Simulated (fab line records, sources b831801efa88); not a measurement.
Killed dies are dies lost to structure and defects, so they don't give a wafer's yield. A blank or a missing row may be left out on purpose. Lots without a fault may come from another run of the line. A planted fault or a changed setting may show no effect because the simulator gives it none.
fab line records | flow sky130
record lots=6 wafers=17 last_day=50
route steps=708 shown PWDE@48 NWELL@56 VT_ADJUST_HVTP@85 PAD_OPEN@708
lots that met no fault: from a run of the same line without faults
start_h: hours from the record's first day to the start of the lot's first wafer shown | wait_h: hours since the lot's step before | " the same as in the row above | L1.1+2: a row that stands for several wafers | - no value, or no start given | * or withheld: withheld | < > ~ a bound
route shown NAME@n: a module of which the file shows steps, and the number in the route of the first | usual: mean/standard deviation of fault-free wafers | same: alike in all rows | chamber/n: place in a boat | sites: the reading at each site | _std_site: their standard deviation | _edge_site: outer sites' mean less inner sites' | radius_mm: how far each site lies from the wafer's centre | mask NAME#n: copy n | behind: the tool/chamber that last shaped the wafer | hold: why the lot was held/for how many hours/how that ended | device: the transistor (n, p or np) that didn't switch | end of line: the same wafers' tests at the end of the route | a step without rows: its recipe alone | killed: dies lost to structure and defects at the first sort, not the wafer's yield | map: a wafer's dies, x killed, . not, _ none there
set.NAME: the setting as run; set.NAME@STEP: as run at that earlier step | model.NAME: the simulator's own value behind a step, which no gauge read
lots at some steps of the route; a table a step, a row a wafer
services: from which hour (start_h, from the record's first day; less than 0 if before it) a tool's chamber was out of use, for how many hours, and why
## steps
# step SKY_PWDE_SOFTBAKE_03
# recipe temp_c=110 time_s=withheld
# step SKY_PWDE_EXPOSE_04
# recipe mask_id=PWDEM na=0.6 source_shape=conventional sigma_outer=0.6 polarization=unpolarized target_cd_nm=840 dose_mj=214
# step SKY_PWDE_PEB_05
# recipe temp_c=115 time_s=withheld
# step SKY_PWDE_DEVELOP_06
# recipe wall_angle_deg=90 developer=TMAH develop_time_s=60 dev_temp_c=23
# step SKY_PWDE_OVL_MEAS_07
# usual PWDE_OVL=-0.5/1.4
# columns lot.wafer tool chamber start_h wait_h PWDE_OVL[nm]
L906.3 overlay-02 - 83.02 - -0.5
L906.5 " - " " -1.1
L906.6 " - " " -1.3
L907.1 overlay-02 - 90.19 - -0.1
L907.5 " - " " -1.0
L907.6 " - " " -1.9
L914.1 overlay-01 - 129.69 - 3.7
L914.3 " - " " 0.2
L917.2 overlay-01 - 145.41 - 1.4
L917.3 " - " " -0.4
L917.6 " - " " 0.2
L920.2 overlay-01 - 163.21 - 0.5
L920.3 " - " " -0.5
L920.4 " - " " -1.3
L926.2 overlay-01 - 202.92 - -2.5
L926.4 " - " " -0.8
L926.6 " - " " -2.4
# step SKY_PWDE_IMPLANT_08
# recipe species=B energy_kev=150 dose_cm2=3.6e+12 tilt_deg=withheld
# step SKY_PWDE_STRIP_09
# recipe chemistry=O2/N2 power_w=1400 pressure_mtorr=1500 platen_temp_c=withheld o2_flow_sccm=3000 n2_flow_sccm=300 overash_fraction=0.5
# usual drypump_motor_current_A=5.6/0.53 oes_product_au=0.722/0.0047 strip_time_to_endpoint_s=36.89/0.12
# same overash_fraction=0.5
# columns lot.wafer tool chamber start_h wait_h drypump_motor_current_A oes_product_au rf_hours_counter_h strip_time_to_endpoint_s
L906.3 plasma_asher-02 1 83.32 0.1 4.8 0.726 - 36.65
L906.5 " 0 " " 6.0 0.723 - 36.74
L906.6 " 1 " " 4.8 0.724 - 36.66
L907.1 plasma_asher-03 1 90.37 0.1 5.3 0.729 40 36.83
L907.5 " 0 " " 6.1 0.727 - 36.70
L907.6 " 1 " " 5.4 0.719 - 36.74
L914.1 plasma_asher-03 1 129.87 0.1 5.3 0.721 1 37.04
L914.3 " 1 " " 5.4 0.711 - 37.00
L917.2 plasma_asher-02 1 145.59 0.1 4.7 0.729 32 36.96
L917.3 " 0 " " 6.0 0.725 - 37.09
L917.6 " 0 " " 6.1 0.721 - 37.05
L920.2 plasma_asher-03 0 163.39 0.1 6.1 0.720 4 36.96
L920.3 " 0 " " 6.1 0.723 - 37.02
L920.4 " 1 " " 5.4 0.728 - 36.93
L926.2 plasma_asher-03 1 203.10 0.1 5.4 0.721 8 36.83
L926.4 " 0 " " 6.1 0.720 - 36.86
L926.6 " 1 " " 5.4 0.724 - 36.85
# step SKY_PWDE_TW_MEAS_10
# usual PWDE_TW=372/4
# columns lot.wafer tool chamber start_h wait_h PWDE_TW
L906.3 film_metro-01 - 83.41 0.1 376
L906.5 " - " " 375
L906.6 " - " " 377
L907.1 film_metro-04 - 90.47 0.1 368
L907.5 " - " " 370
L907.6 " - " " 367
L914.1 film_metro-01 - 129.97 0.1 376
L914.3 " - " " 376
L917.2 film_metro-04 - 145.70 0.1 365
L917.3 " - " " 365
L917.6 " - " " 367
L920.2 film_metro-01 - 163.50 0.1 375
L920.3 " - " " 376
L920.4 " - " " 375
L926.2 film_metro-04 - 203.21 0.1 368
L926.4 " - " " 368
L926.6 " - " " 369
# step SKY_NWELL_DEHYDRATE_03
# recipe temp_c=200 time_s=60
# step SKY_NWELL_HMDS_04
# recipe prime_time_s=60 prime_temp_c=120
# step SKY_NWELL_COAT_05
# recipe spin_rpm=2000 resist_thk_nm=3000
# step SKY_NWELL_SOFTBAKE_06
# recipe temp_c=110 time_s=withheld
# step SKY_NWELL_EXPOSE_07
# recipe mask_id=NWM na=0.6 source_shape=conventional sigma_outer=0.6 polarization=unpolarized target_cd_nm=840 dose_mj=255
# usual exposure_dose_mJ_cm2=255.06/0.26
# columns lot.wafer tool chamber start_h wait_h mask exposure_dose_mJ_cm2
L906.3 iline_stepper-01 0 91.69 - NWM#0 255.19
L906.5 " 0 " " NWM#0 254.77
L906.6 " 0 " " NWM#0 255.23
L907.1 iline_stepper-02 0 99.16 - NWM#0 255.18
L907.5 " 0 " " NWM#0 254.91
L907.6 " 0 " " NWM#0 254.67
L914.1 iline_stepper-01 0 139.00 - NWM#0 255.01
L914.3 " 0 " " NWM#0 254.71
L917.2 iline_stepper-01 0 154.47 - NWM#0 255.04
L917.3 " 0 " " NWM#0 255.26
L917.6 " 0 " " NWM#0 254.88
L920.2 iline_stepper-02 0 173.67 - NWM#0 255.58
L920.3 " 0 " " NWM#0 255.44
L920.4 " 0 " " NWM#0 255.19
L926.2 iline_stepper-02 0 214.92 - NWM#0 254.65
L926.4 " 0 " " NWM#0 255.43
L926.6 " 0 " " NWM#0 255.12
# step SKY_NWELL_PEB_08
# recipe temp_c=115 time_s=withheld
# step SKY_NWELL_DEVELOP_09
# recipe wall_angle_deg=90 developer=TMAH develop_time_s=60 dev_temp_c=23
# step SKY_NWELL_OVL_MEAS_10
# usual NWELL_00_OVL=0.2/1.1
# columns lot.wafer tool chamber start_h wait_h NWELL_00_OVL[nm]
L906.3 overlay-01 - 100.32 - 0.7
L906.5 " - " " 3.0
L906.6 " - " " 1.4
L907.1 overlay-01 - 108.14 - 0.6
L907.5 " - " " 0.9
L907.6 " - " " 0.2
L914.1 overlay-02 - 148.74 - 0.4
L914.3 " - " " -0.3
L917.2 overlay-02 - 164.41 - 3.0
L917.3 " - " " 2.2
L917.6 " - " " 2.6
L920.2 overlay-01 - 183.76 - -0.3
L920.3 " - " " 1.8
L920.4 " - " " 1.3
L926.2 overlay-02 - 225.91 - -0.4
L926.4 " - " " 1.7
L926.6 " - " " 1.5
# step SKY_NWELL_IMPLANT_11
# recipe species=P energy_kev=400 dose_cm2=1.9e+13 tilt_deg=withheld
# step SKY_NWELL_IMPLANT_12
# recipe species=P energy_kev=120 dose_cm2=1.3e+12 tilt_deg=withheld
# step SKY_NWELL_IMPLANT_13
# recipe species=P energy_kev=50 dose_cm2=7e+11 tilt_deg=withheld
# step SKY_NWELL_STRIP_14
# recipe chemistry=O2/N2 power_w=1400 pressure_mtorr=1500 platen_temp_c=withheld o2_flow_sccm=3000 n2_flow_sccm=300 overash_fraction=0.5
# usual drypump_motor_current_A=5.5/0.51 oes_product_au=0.723/0.0047 strip_time_to_endpoint_s=36.93/0.11
# same overash_fraction=0.5
# columns lot.wafer tool chamber start_h wait_h drypump_motor_current_A oes_product_au rf_hours_counter_h strip_time_to_endpoint_s
L906.3 plasma_asher-04 0 100.82 0.1 5.6 0.721 - 36.86
L906.5 " 0 " " 5.6 0.730 - 36.91
L906.6 " 1 " " 5.0 0.723 - 37.00
L907.1 plasma_asher-01 0 108.62 0.1 5.2 0.729 42 36.76
L907.5 " 0 " " 5.2 0.719 - 36.81
L907.6 " 1 " " 6.0 0.723 - 36.90
L914.1 plasma_asher-02 1 149.22 0.1 4.8 0.724 32 36.87
L914.3 " 1 " " 4.8 0.718 - 36.72
L917.2 plasma_asher-02 1 164.89 0.1 4.8 0.725 33 36.97
L917.3 " 1 " " 4.8 0.722 - 36.97
L917.6 " 0 " " 6.0 0.715 - 37.00
L920.2 plasma_asher-01 1 184.24 0.1 6.1 0.719 51 36.92
L920.3 " 0 " " 5.2 0.721 - 36.91
L920.4 " 1 " " 6.1 0.718 - 36.88
L926.2 plasma_asher-01 1 226.39 0.1 6.0 0.719 55 36.90
L926.4 " 0 " " 5.2 0.727 - 36.90
L926.6 " 1 " " 6.1 0.722 - 36.98
# step SKY_NWELL_TW_MEAS_15
# usual NWELL_TW=1814/20
# columns lot.wafer tool chamber start_h wait_h NWELL_TW
L906.3 film_metro-01 - 100.91 0.1 1832
L906.5 " - " " 1818
L906.6 " - " " 1835
L907.1 film_metro-01 - 108.72 0.1 1825
L907.5 " - " " 1822
L907.6 " - " " 1816
L914.1 film_metro-01 - 149.32 0.1 1823
L914.3 " - " " 1826
L917.2 film_metro-04 - 165.00 0.1 1780
L917.3 " - " " 1784
L917.6 " - " " 1776
L920.2 film_metro-01 - 184.35 0.1 1822
L920.3 " - " " 1813
L920.4 " - " " 1822
L926.2 film_metro-03 - 226.50 0.1 1823
L926.4 " - " " 1832
L926.6 " - " " 1836
# step SKY_NWELL_DEHYDRATE_16
# recipe temp_c=200 time_s=60
# step SKY_NWELL_HMDS_17
# recipe prime_time_s=60 prime_temp_c=120
# step SKY_NWELL_COAT_18
# recipe spin_rpm=2000 resist_thk_nm=3000
# step SKY_NWELL_SOFTBAKE_19
# recipe temp_c=110 time_s=withheld
# step SKY_NWELL_EXPOSE_20
# recipe mask_id=NWM_COMPLEMENT na=0.6 source_shape=conventional sigma_outer=0.6 polarization=unpolarized target_cd_nm=840 dose_mj=260
# step SKY_NWELL_PEB_21
# recipe temp_c=115 time_s=withheld
# step SKY_NWELL_DEVELOP_22
# recipe wall_angle_deg=90 developer=TMAH develop_time_s=60 dev_temp_c=23
# step SKY_NWELL_OVL_MEAS_23
# usual NWELL_01_OVL=-0.7/1.3
# columns lot.wafer tool chamber start_h wait_h NWELL_01_OVL[nm]
L906.3 overlay-02 - 118.50 - 0.8
L906.5 " - " " 0.1
L906.6 " - " " 0.2
L907.1 overlay-02 - 126.80 - 0.1
L907.5 " - " " -2.2
L907.6 " - " " -2.5
L914.1 overlay-02 - 169.21 - 0.6
L914.3 " - " " -0.4
L917.2 overlay-02 - 184.71 - 0.2
L917.3 " - " " -1.7
L917.6 " - " " 1.6
L920.2 overlay-01 - 205.79 - -1.1
L920.3 " - " " -0.9
L920.4 " - " " 0.8
L926.2 overlay-01 - 250.51 - -0.6
L926.4 " - " " -0.9
L926.6 " - " " 0.3
# step SKY_NWELL_IMPLANT_24
# recipe species=B energy_kev=140 dose_cm2=9.2e+12 tilt_deg=withheld
# step SKY_NWELL_STRIP_25
# recipe chemistry=O2/N2 power_w=1400 pressure_mtorr=1500 platen_temp_c=withheld o2_flow_sccm=3000 n2_flow_sccm=300 overash_fraction=0.5
# usual drypump_motor_current_A=5.5/0.52 oes_product_au=0.723/0.0049 strip_time_to_endpoint_s=36.91/0.11
# same overash_fraction=0.5
# columns lot.wafer tool chamber start_h wait_h drypump_motor_current_A oes_product_au rf_hours_counter_h strip_time_to_endpoint_s
L906.3 plasma_asher-04 0 118.71 0.1 5.6 0.723 - 37.03
L906.5 " 1 " " 5.0 0.724 - 37.04
L906.6 " 0 " " 5.6 0.727 - 37.06
L907.1 plasma_asher-04 0 126.99 0.1 5.6 0.730 45 36.73
L907.5 " 1 " " 5.0 0.726 - 36.67
L907.6 " 0 " " 5.6 0.724 - 36.81
L914.1 plasma_asher-02 1 169.39 0.1 4.8 0.714 34 36.84
L914.3 " 0 " " 6.0 0.728 - 36.83
L917.2 plasma_asher-01 0 184.89 0.1 5.2 0.729 51 36.85
L917.3 " 0 " " 5.2 0.720 - 36.96
L917.6 " 0 " " 5.2 0.731 - 36.92
L920.2 plasma_asher-02 1 205.97 0.1 4.7 0.718 38 36.85
L920.3 " 0 " " 6.0 0.732 - 36.84
L920.4 " 1 " " 4.8 0.721 - 36.91
L926.2 plasma_asher-02 0 250.69 0.1 6.0 0.726 43 37.02
L926.4 " 0 " " 6.1 0.718 - 37.04
L926.6 " 0 " " 6.1 0.724 - 37.04
# step SKY_NWELL_TW_MEAS_26
# usual NWELL_2_TW=495/5.2
# columns lot.wafer tool chamber start_h wait_h NWELL_2_TW
L906.3 film_metro-01 - 118.79 0.1 498
L906.5 " - " " 498
L906.6 " - " " 499
L907.1 film_metro-01 - 127.09 0.1 501
L907.5 " - " " 502
L907.6 " - " " 500
L914.1 film_metro-01 - 169.49 0.1 495
L914.3 " - " " 493
L917.2 film_metro-04 - 185.00 0.1 490
L917.3 " - " " 489
L917.6 " - " " 491
L920.2 film_metro-04 - 206.08 0.1 488
L920.3 " - " " 485
L920.4 " - " " 487
L926.2 film_metro-04 - 250.80 0.1 486
L926.4 " - " " 485
L926.6 " - " " 486
# step SKY_NWELL_CLEAN_27
# recipe chemistry=SC1/SC2 mix=1:4:20 temp_c=70 time_s=150 dry=n2_spin
# step SKY_NWELL_RTA_28
# recipe temp_c=1050 time_s=30 idle_temp_c=650 ramp_up_c_per_s=150 ramp_down_c_per_s=90 ambient=N2
# usual lamp_power_pct=25.32/0.052 ramp_up_c_per_s=149.99/0.029 wafer_temp_C_max=1054.9/0.83
# columns lot.wafer tool chamber start_h wait_h lamp_power_pct ramp_up_c_per_s wafer_temp_C_max
L906.3 rtp_anneal-02 0 118.92 0.0 25.31 149.96 1054.3
L906.5 " 0 " " 25.38 150.03 1054.9
L906.6 " 0 " " 25.31 149.99 1054.4
L907.1 rtp_anneal-02 0 127.20 0.0 25.32 149.98 1054.4
L907.5 " 0 " " 25.28 150.00 1055.1
L907.6 " 0 " " 25.38 150.03 1053.5
L914.1 rtp_anneal-02 0 169.61 0.0 25.30 150.04 1055.4
L914.3 " 0 " " 25.26 150.02 1055.2
L917.2 rtp_anneal-01 0 185.12 0.0 25.26 150.00 1055.0
L917.3 " 0 " " 25.41 150.01 1055.9
L917.6 " 0 " " 25.35 149.95 1055.1
L920.2 rtp_anneal-02 0 206.20 0.0 25.32 150.03 1055.6
L920.3 " 0 " " 25.34 149.98 1055.1
L920.4 " 0 " " 25.39 149.98 1054.0
L926.2 rtp_anneal-02 0 250.92 0.0 25.29 149.99 1055.0
L926.4 " 0 " " 25.36 150.03 1053.8
L926.6 " 0 " " 25.24 150.06 1055.0
# step SKY_NWELL_RS_MEAS_29
# recipe thk_meas_gauge=four-point-probe
# usual NWELL_RS=624.6/1.9
# columns lot.wafer tool chamber start_h wait_h NWELL_RS[ohm/sq]
L906.3 film_metro-04 - 119.02 0.1 621.2
L906.5 " - " " 621.7
L906.6 " - " " 618.5
L907.1 film_metro-04 - 127.30 0.1 624.0
L907.5 " - " " 623.8
L907.6 " - " " 623.7
L914.1 film_metro-04 - 169.71 0.1 625.9
L914.3 " - " " 624.9
L917.2 film_metro-04 - 185.22 0.1 624.9
L917.3 " - " " 624.5
L917.6 " - " " 625.7
L920.2 film_metro-03 - 206.30 0.1 627.8
L920.3 " - " " 626.5
L920.4 " - " " 626.0
L926.2 film_metro-03 - 251.02 0.1 626.9
L926.4 " - " " 625.2
L926.6 " - " " 626.5
# step SKY_NWELL_RS_MEAS_31
# recipe thk_meas_gauge=four-point-probe
# usual PWDE_RS=5270/21
# columns lot.wafer tool chamber start_h wait_h PWDE_RS[ohm/sq]
L906.3 film_metro-04 - 119.26 0.1 5249
L906.5 " - " " 5252
L906.6 " - " " 5298
L907.1 film_metro-04 - 127.54 0.1 5283
L907.5 " - " " 5265
L907.6 " - " " 5269
L914.1 film_metro-04 - 169.95 0.1 5249
L914.3 " - " " 5240
L917.2 film_metro-04 - 185.46 0.1 5290
L917.3 " - " " 5286
L917.6 " - " " 5289
L920.2 film_metro-03 - 206.54 0.1 5298
L920.3 " - " " 5306
L920.4 " - " " 5306
L926.2 film_metro-03 - 251.26 0.1 5273
L926.4 " - " " 5289
L926.6 " - " " 5271
# step SKY_VT_ADJUST_HVTP_DEHYDRATE_00
# recipe temp_c=200 time_s=60
# step SKY_VT_ADJUST_HVTP_HMDS_01
# recipe prime_time_s=60 prime_temp_c=120
# step SKY_VT_ADJUST_HVTP_COAT_02
# recipe resist=NOVOLAK spin_rpm=3000 resist_thk_nm=1140
# step SKY_VT_ADJUST_HVTP_SOFTBAKE_03
# recipe temp_c=90 time_s=60 resist=NOVOLAK
# step SKY_VT_ADJUST_HVTP_EXPOSE_04
# recipe mask_id=HVTPM na=0.6 source_shape=conventional sigma_outer=0.6 polarization=unpolarized target_cd_nm=380 dose_mj=140
# step SKY_PAD_OPEN_PROBE_99
# usual killed_at_M0_to_M3=42/7.7 killed_at_M4_up=3.1/1.9 killed_at_contacts=24/4.9 killed_at_front_end=15/4.6 killed_at_other=0.3/0.51 killed_dies=85/9.9 killed_open=47/7.1 killed_short=38/6.7
# same gross_dies=492 killed_at_back_side=0
# columns lot.wafer tool chamber start_h wait_h killed_at_M0_to_M3 killed_at_M4_up killed_at_contacts killed_at_front_end killed_at_other killed_dies killed_open killed_short model.etest.res_nwell.width_nm
L906.3 prober-02 - 1093.12 0.2 43 5 26 13 0 87 52 35 843.2
L906.5 prober-02 - 1093.22 0.2 49 3 22 21 0 95 47 46 840.3
L906.6 prober-02 - 1093.27 0.2 48 4 25 13 0 90 58 30 838.1
L907.1 prober-01 - 1098.42 0.1 44 3 23 12 0 82 42 39 835.4
L907.5 prober-01 - 1098.62 0.2 32 1 24 13 0 70 38 31 831.1
L907.6 prober-01 - 1098.67 0.2 50 2 26 16 0 94 48 45 834.6
L914.1 prober-02 - 1142.11 0.1 42 3 15 17 0 77 47 30 832.6
L914.3 prober-02 - 1142.21 0.2 44 3 29 19 1 96 48 47 855
L917.2 prober-01 - 1159.50 0.1 36 6 23 15 0 80 37 43 851.7
L917.3 prober-01 - 1159.55 0.2 31 1 23 23 2 80 40 40 869.1
L917.6 prober-01 - 1159.70 0.2 42 2 37 27 0 108 60 48 847.9
L920.2 prober-02 - 1173.58 0.1 49 4 30 21 0 104 69 34 833.7
L920.3 prober-02 - 1173.63 0.2 31 2 29 16 1 79 49 28 839.6
L920.4 prober-02 - 1173.68 0.2 49 5 29 21 0 104 51 53 837.1
L926.2 prober-02 - 1199.20 0.1 56 1 26 15 0 98 51 47 834.3
L926.4 prober-02 - 1199.30 0.2 42 2 29 20 1 94 52 42 840.4
L926.6 prober-02 - 1199.40 0.2 42 3 25 9 0 79 31 48 837.5
# killed by level:class
L906.3 CONTACT:geometric_particle:open=13 VIA1:geometric_particle:open=12 LI_CONTACT:geometric_particle:open=8 METAL1:geometric_particle:short=7 METAL2:geometric_particle:short=6 VIA2:geometric_particle:open=5 FIELD_ISO:geometric_particle:open=4 POLY_GATE:geometric_particle:short=4
L906.5 VIA1:geometric_particle:open=14 FIELD_ISO:geometric_particle:short=7 CONTACT:geometric_particle:open=7 VIA1:geometric_particle:short=7 LI_CONTACT:geometric_particle:open=6 VIA2:geometric_particle:open=6 LOCAL_INTERCONNECT:geometric_particle:short=5 METAL2:geometric_particle:short=5
L906.6 VIA1:geometric_particle:open=16 CONTACT:geometric_particle:open=10 LI_CONTACT:geometric_particle:open=9 VIA3:geometric_particle:open=6 METAL2:geometric_particle:short=5 VIA2:geometric_particle:short=5 VIA2:geometric_particle:open=5 FIELD_ISO:geometric_particle:open=4
L907.1 VIA1:geometric_particle:open=11 VIA3:geometric_particle:open=11 CONTACT:geometric_particle:open=7 FIELD_ISO:geometric_particle:short=5 CONTACT:geometric_particle:short=5 METAL1:geometric_particle:short=5 LI_CONTACT:geometric_particle:short=4 LI_CONTACT:geometric_particle:open=4
L907.5 LI_CONTACT:geometric_particle:open=11 CONTACT:geometric_particle:open=7 VIA1:geometric_particle:short=6 METAL3:geometric_particle:short=5 VIA3:geometric_particle:open=5 METAL1:geometric_particle:short=4 FIELD_ISO:geometric_particle:open=3 POLY_GATE:geometric_particle:short=3
L907.6 VIA1:geometric_particle:open=13 LOCAL_INTERCONNECT:geometric_particle:short=7 VIA2:geometric_particle:open=6 CONTACT:geometric_particle:short=6 CONTACT:geometric_particle:open=6 VIA3:geometric_particle:open=6 VIA2:geometric_particle:short=6 FIELD_ISO:geometric_particle:open=5
L914.1 VIA3:geometric_particle:open=11 VIA1:geometric_particle:open=8 VIA2:geometric_particle:open=6 FIELD_ISO:geometric_particle:open=4 FIELD_ISO:geometric_particle:short=4 CONTACT:geometric_particle:short=4 METAL2:geometric_particle:short=4 POLY_GATE:geometric_particle:short=3
L914.3 VIA1:geometric_particle:open=10 VIA3:geometric_particle:open=8 CONTACT:geometric_particle:open=7 LI_CONTACT:geometric_particle:short=6 LI_CONTACT:geometric_particle:open=6 CONTACT:geometric_particle:short=6 VIA2:geometric_particle:open=6 FIELD_ISO:geometric_particle:short=5
L917.2 LI_CONTACT:geometric_particle:open=8 METAL1:geometric_particle:short=8 VIA1:geometric_particle:open=5 FIELD_ISO:geometric_particle:short=5 LOCAL_INTERCONNECT:geometric_particle:short=5 CONTACT:geometric_particle:open=5 VIA2:geometric_particle:open=4 VIA3:geometric_particle:open=4
L917.3 LI_CONTACT:geometric_particle:open=10 VIA1:geometric_particle:open=7 METAL1:geometric_particle:short=6 FIELD_ISO:geometric_particle:short=5 POLY_GATE:geometric_particle:short=5 LI_CONTACT:geometric_particle:short=5 CONTACT:geometric_particle:open=5 FIELD_ISO:geometric_particle:open=4
L917.6 CONTACT:geometric_particle:open=12 VIA1:geometric_particle:open=12 LI_CONTACT:geometric_particle:open=9 FIELD_ISO:geometric_particle:open=7 VIA2:geometric_particle:open=7 FIELD_ISO:geometric_particle:short=6 CONTACT:geometric_particle:short=6 METAL1:geometric_particle:short=6
L920.2 VIA1:geometric_particle:open=15 CONTACT:geometric_particle:open=15 VIA3:geometric_particle:open=8 LI_CONTACT:geometric_particle:open=7 FIELD_ISO:geometric_particle:open=6 VIA1:geometric_particle:short=6 VIA2:geometric_particle:open=6 POLY_GATE:geometric_particle:short=5
L920.3 CONTACT:geometric_particle:open=10 VIA3:geometric_particle:open=9 VIA1:geometric_particle:open=8 VIA2:geometric_particle:open=6 LOCAL_INTERCONNECT:geometric_particle:short=5 CONTACT:geometric_particle:short=5 FIELD_ISO:geometric_particle:short=4 LI_CONTACT:geometric_particle:open=4
L920.4 CONTACT:geometric_particle:open=10 LI_CONTACT:geometric_particle:open=9 VIA1:geometric_particle:open=9 VIA3:geometric_particle:open=7 VIA3:geometric_particle:short=7 VIA1:geometric_particle:short=6 METAL2:geometric_particle:short=6 METAL4:geometric_particle:short=5
L926.2 VIA1:geometric_particle:open=13 VIA3:geometric_particle:open=9 LOCAL_INTERCONNECT:geometric_particle:short=8 VIA2:geometric_particle:open=7 LI_CONTACT:geometric_particle:open=7 METAL3:geometric_particle:short=6 METAL2:geometric_particle:short=6 FIELD_ISO:geometric_particle:short=5
L926.4 VIA1:geometric_particle:open=13 CONTACT:geometric_particle:open=10 LI_CONTACT:geometric_particle:open=8 FIELD_ISO:geometric_particle:short=7 VIA1:geometric_particle:short=6 FIELD_ISO:geometric_particle:open=4 POLY_GATE:geometric_particle:open=4 METAL1:geometric_particle:short=4
L926.6 CONTACT:geometric_particle:open=10 VIA3:geometric_particle:open=8 METAL1:geometric_particle:short=7 VIA1:geometric_particle:open=7 VIA1:geometric_particle:short=6 VIA2:geometric_particle:short=5 LI_CONTACT:geometric_particle:short=5 LOCAL_INTERCONNECT:geometric_particle:short=5
## services
# columns tool chamber start_h hours kind
plasma_asher-02 - 98.20 15.6 pm
iline_stepper-02 0 107.95 - calibration
plasma_asher-03 - 108.75 9.0 pm
plasma_asher-03 0 108.75 9.0 vent_cycle
plasma_asher-03 1 108.75 9.0 vent_cycle
plasma_asher-03 0 117.75 - clean
plasma_asher-03 1 117.75 - clean
iline_stepper-01 - 129.20 2.1 pm
iline_stepper-01 - 131.28 - consumable_replace:lamp
plasma_asher-03 - 139.75 6.9 repair
iline_stepper-01 - 141.84 1.7 repair
iline_stepper-01 0 150.69 - calibration
iline_stepper-01 - 171.24 3.7 repair
plasma_asher-04 - 199.78 0.7 repair
rtp_anneal-01 - 201.67 5.0 pm
rtp_anneal-02 - 206.70 5.5 pm
plasma_asher-04 - 208.36 54.3 repair
plasma_asher-01 - 212.83 1.9 repair
iline_stepper-01 - 239.41 1.7 pm
iline_stepper-02 - 246.91 5.6 repair
plasma_asher-01 - 247.36 3.7 repair
## key
first_sign none at tools or gauges
model_effect step=SKY_PAD_OPEN_PROBE_99 value=etest.res_nwell.width_nm without=836 struck=862
met_at SKY_NWELL_EXPOSE_07
struck_wafers L914.3,L917.3
tester_left_out L914,L917
onset_between 91.69 139.00
fault kind=process_parameter_drift tool=iline_stepper-01 chamber=- onset_h=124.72 steps=SKY_NWELL_EXPOSE_07 channel=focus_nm offset=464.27 shape=step end_h=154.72 scope=struck_wafers_only
# tester_left_out: of these lots the tester's yield and bins aren't shown, on N5 and GAA mostly nor the transistor test; their killed dies are dies lost to structure and defects alone, not to doping, threshold or leakage, so they don't give the yield
